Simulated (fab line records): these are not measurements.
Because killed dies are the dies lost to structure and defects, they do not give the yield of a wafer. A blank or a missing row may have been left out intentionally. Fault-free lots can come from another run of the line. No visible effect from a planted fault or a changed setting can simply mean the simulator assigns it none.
Matching of chambers :: flow sfqLine :: cmp-01 running SFQ_TRILAYER_I3_CMP_CMP_082: 4 sister chambers
The step polishes SiO2. 8 wafers are shown with their chamber, then 7 later ones without.

== EACH WAFER AND ITS CHAMBER ==
wafer: L258.4
chamber: 3
motorCurrentA (A): 10.2
timeToEndpointS (s): 226

wafer: L259.4
chamber: 3
motorCurrentA (A): 9.9
timeToEndpointS (s): 223

wafer: L259.5
chamber: 2
motorCurrentA (A): 9.0
timeToEndpointS (s): 201

wafer: L260.2
chamber: 2
motorCurrentA (A): 9.1
timeToEndpointS (s): 212

wafer: L260.3
chamber: 1
motorCurrentA (A): 11.8
timeToEndpointS (s): 212

wafer: L260.5
chamber: 0
motorCurrentA (A): 11.0
timeToEndpointS (s): 209

wafer: L263.2
chamber: 1
motorCurrentA (A): 11.4
timeToEndpointS (s): 211

wafer: L263.3
chamber: 0
motorCurrentA (A): 10.5
timeToEndpointS (s): 206

== WAFERS WITHOUT THEIR CHAMBER ==
wafer: L263.6
motorCurrentA (A): 9.7
timeToEndpointS (s): 219

wafer: L265.2
motorCurrentA (A): 9.6
timeToEndpointS (s): 209

wafer: L265.4
motorCurrentA (A): 11.5
timeToEndpointS (s): 213

wafer: L265.6
motorCurrentA (A): 9.5
timeToEndpointS (s): 225

wafer: L266.4
motorCurrentA (A): 10.1
timeToEndpointS (s): 200

wafer: L266.5
motorCurrentA (A): 9.7
timeToEndpointS (s): 217

wafer: L266.6
motorCurrentA (A): 9.2
timeToEndpointS (s): 207

== WHICH CHAMBER EACH WENT THROUGH ==
wafer: L263.6
from the rows above: 3
in truth: 3

wafer: L265.2
from the rows above: can't be placed: 2 or 3
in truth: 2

wafer: L265.4
from the rows above: 1
in truth: 1

wafer: L265.6
from the rows above: 3
in truth: 3

wafer: L266.4
from the rows above: can't be placed: 0 or 2
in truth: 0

wafer: L266.5
from the rows above: can't be placed: 3 or 2
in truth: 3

wafer: L266.6
from the rows above: 2
in truth: 2
4 of 7 placed correctly. Not placeable from these rows: 3 (in 3, the candidates include the true chamber). Wrongly placed: 0.
How it was worked out, from the rows above alone: a wafer's distance from a chamber is the root of the sum, over the readings, of the square of ((its reading less the chamber's mean) divided by the reading's scatter). The wafer belongs to the nearest chamber; if the next one is less than 2 further off, it can't be placed. For every chamber, the mean is computed from those of its wafers that are shown. The scatter is the square root of a quotient: the sum, over the shown wafers, of each reading's squared deviation from its chamber's mean, divided by wafers minus chambers.
